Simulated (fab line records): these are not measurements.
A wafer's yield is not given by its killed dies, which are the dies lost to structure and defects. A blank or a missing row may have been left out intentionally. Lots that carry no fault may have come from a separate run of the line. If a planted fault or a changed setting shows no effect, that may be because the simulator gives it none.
Matching of chambers -- flow gf180mcu -- GF_M5_ETCH_09 on rieDiel-02: 4 sister chambers
The step etches Si3N4 in CF4/O2, target depth 52 nm, time 11.6 s. 8 wafers are shown with their chamber, then 9 later ones without.

== WAFERS PAIRED WITH THEIR CHAMBERS ==
wafer,chamber,drypumpMotorCurrentA (A),oesProductAu (a.u.)
L376.2,3,6.0,0.965
L379.4,3,5.9,0.969
L379.6,2,4.9,0.995
L383.1,1,5.6,0.991
L383.6,2,4.8,1.006
L386.2,0,5.9,1.011
L386.4,1,5.6,0.992
L386.6,0,5.8,1.012

== WAFERS WITH NO CHAMBER GIVEN ==
wafer,drypumpMotorCurrentA (A),oesProductAu (a.u.)
L387.1,5.9,0.987
L387.2,4.8,1.014
L387.4,5.6,0.989
L388.3,5.8,1.013
L388.4,4.9,1.000
L388.6,5.9,1.017
L389.1,5.9,1.006
L389.3,5.9,0.984
L389.4,4.8,1.004

== CHAMBER TAKEN BY EACH ==
wafer,from the rows above,in truth
L387.1,can't be placed: 3 or 1 or 0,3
L387.2,2,2
L387.4,1,1
L388.3,0,0
L388.4,2,2
L388.6,0,0
L389.1,0,0
L389.3,can't be placed: 3 or 1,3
L389.4,2,2
Correct placement for 7 of the 9. Cannot be placed on the basis of these rows: 2; the candidates contain the true chamber in 2. Placed wrongly: 0.
How it was worked out, from the rows above alone: a wafer's distance from a chamber is the root of the sum, over the readings, of the square of ((its reading less the chamber's mean) divided by the reading's scatter). If the next closest chamber is less than 2 further off than the closest, the wafer can't be placed; otherwise it belongs to the closest. Each chamber's mean is taken over the wafers shown for it. The scatter is the square root of a quotient: the sum, over the shown wafers, of each reading's squared deviation from its chamber's mean, divided by wafers minus chambers.
